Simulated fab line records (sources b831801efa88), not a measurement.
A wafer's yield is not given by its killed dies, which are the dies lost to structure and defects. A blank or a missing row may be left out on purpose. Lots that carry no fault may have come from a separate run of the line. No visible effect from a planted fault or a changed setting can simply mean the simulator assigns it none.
Struck lot and sound lot, side by side :: flow sky130 :: 16 steps out of a route of 708
Sound: these wafers, L285.3, L285.5, L285.6. Struck: wafers L297.3, L297.4 (left out: L297.2, a lot-mate that was not struck); the cause follows at the end.
Order at every step that has rows: each side's tool, ch and its chambers, its first start. Under that, the readings that differ: sound wafers :: struck wafers :: difference of the means :: sigmas: that difference in standard deviations of wafers without a fault.
alike: readings with means less than 2 such deviations apart, plus words and numbers identical on both sides. not compared: withheld readings, readings lacking a value on some wafer, bounds such as >300 that could conceal the same value, and numbers that have no deviation in the record and whose values overlap.
A row with sigmas, a row that says differs or no value, or rows on one side alone: a step with any of these is where the two part. Numbers that don't overlap but have no deviation are shown without sigmas and don't part them. A reading that every wafer of one side lacks parts them only if that side has two wafers or more.

SKY_POLY_CUT_ETCH_10: etches BARC in N2/H2, stops on SiO2, time 45.9 s, target depth 60 nm.
  sound on rie_diel-03 ch 0,1,2, day 26 13:23; struck on rie_diel-03 ch 1,3, day 30 20:20
  alike: bias_w, drypump_motor_current_A, oes_product_au, throttle_valve_pct
  not compared: rf_hours_counter_h
SKY_POLY_CUT_ETCH_11: etches Si3N4 in CF4/CH2F2/Ar, stops on poly-Si, time 42.5 s, target depth 60 nm.
  sound on rie_diel-03 ch 0,1,2, day 26 13:26; struck on rie_diel-03 ch 1,3, day 30 20:22
reading: oes_product_au (a.u.)
sound: 0.824 0.821 0.825
struck: 0.833 0.837
difference: +0.012
sigmas: +2
  alike: bias_w, drypump_motor_current_A, throttle_valve_pct
  not compared: rf_hours_counter_h
SKY_POLY_CUT_STRIP_12: strips in O2/N2.
  sound on plasma_asher-01 ch 0,1, day 26 13:31; struck on plasma_asher-01 ch 0,1, day 30 20:25
reading: o2_flow_sccm (sccm)
sound: 2974 2982 2982
struck: 3010 2997
difference: +24
sigmas: +2
  alike: drypump_motor_current_A, oes_product_au, strip_time_to_endpoint_s
  not compared: rf_hours_counter_h
then, 7 steps without rows for these wafers: SKY_SD_P_DEHYDRATE_00 (time 60 s); SKY_SD_P_HMDS_01 (prime time 60 s); SKY_SD_P_COAT_02 (resist thk 1140 nm); SKY_SD_P_SOFTBAKE_03 (time 60 s); SKY_SD_P_EXPOSE_04 (exposes mask PSDM, target cd 380 nm); SKY_SD_P_PEB_05; SKY_SD_P_DEVELOP_06 (develop time 60 s).
SKY_SD_P_CD_MEAS_07: the cd target is 380 nm.
  sound on cd_sem-02, day 27 17:21; struck on cd_sem-01, day 32 00:05
  alike: cd_nm
SKY_SD_P_OVL_MEAS_08:
  sound on overlay-01, day 27 17:26; struck on overlay-02, day 32 00:11
  alike: SD_P_OVL
SKY_SD_P_IMPLANT_09:
  sound on implanter-04 ch 0, day 27 17:31; struck on implanter-03 ch 0, day 32 00:14
SKY_SD_P_STRIP_10: strips in O2/N2.
  sound on plasma_asher-03 ch 0,1, day 27 17:39; struck on plasma_asher-03 ch 0,1, day 32 00:22
reading: strip_time_to_endpoint_s (s)
sound: 17.54 17.53 17.51
struck: 17.33 17.37
difference: -0.18
sigmas: -5
  alike: drypump_motor_current_A, o2_flow_sccm, oes_product_au
  not compared: rf_hours_counter_h
SKY_SD_P_TW_MEAS_11:
  sound on film_metro-04, day 27 17:44; struck on film_metro-02, day 32 00:28
  alike: SD_P_TW
-- a jump in the record: the struck wafers' starts before and after are 18 days apart (it breaks off in module SD_P and resumes in module PAD_OPEN, where the first step shown is number 708 of the route) --
SKY_PAD_OPEN_PROBE_99:
  sound on prober-01, day 47 07:40; struck on prober-01, day 50 03:40
reading: model.etest.res_high_po.line_ohm_um
sound: 749 739.5 757.5
struck: 807.5 801.8
difference: +56.0
sigmas: 

reading: model.etest.licon_high_po.rc_ohm
sound: 345.8 331.6 352.5
struck: 397.9 409.6
difference: +60.4
sigmas: 

reading: model.etest.res_pdiff.line_ohm_um
sound: 1378 1355 1365
struck: 1425 1420
difference: +56
sigmas: 

reading: model.etest.licon_pdiff.rc_ohm
sound: 590 553.8 577.1
struck: 622.7 602.9
difference: +39.2
sigmas: 

reading: model.etest.res_high_po.rs_ohm_sq
sound: 260.5 256.4 261.4
struck: 284.6 282.1
difference: +23.9
sigmas: 

reading: model.etest.res_high_po.rs_ohm_sq_range
sound: 7.361 4.959 3.598
struck: 20.92 21.38
difference: +15.84
sigmas: 

reading: model.etest.res_high_po.rs_ohm_sq_rim_less_centre
sound: -0.9651 1.974 1.798
struck: -10.19 -9.533
difference: -10.80
sigmas: 

reading: model.etest.res_pdiff_hv.rs_ohm_sq
sound: 189.1 189.8 188.6
struck: 195.3 196.5
difference: +6.7
sigmas: 
  alike: killed_at_M0_to_M3, killed_at_M4_up, killed_at_contacts, killed_at_front_end, killed_at_other, killed_dies, killed_open, killed_short

== WHERE THEY PART ==
At SKY_POLY_CUT_ETCH_11 first; at SKY_SD_P_STRIP_10 last (within this record only). Later steps at which nothing parts them and some readings are alike: SKY_SD_P_TW_MEAS_11, SKY_PAD_OPEN_PROBE_99.

WHY: what had been put in by the simulator
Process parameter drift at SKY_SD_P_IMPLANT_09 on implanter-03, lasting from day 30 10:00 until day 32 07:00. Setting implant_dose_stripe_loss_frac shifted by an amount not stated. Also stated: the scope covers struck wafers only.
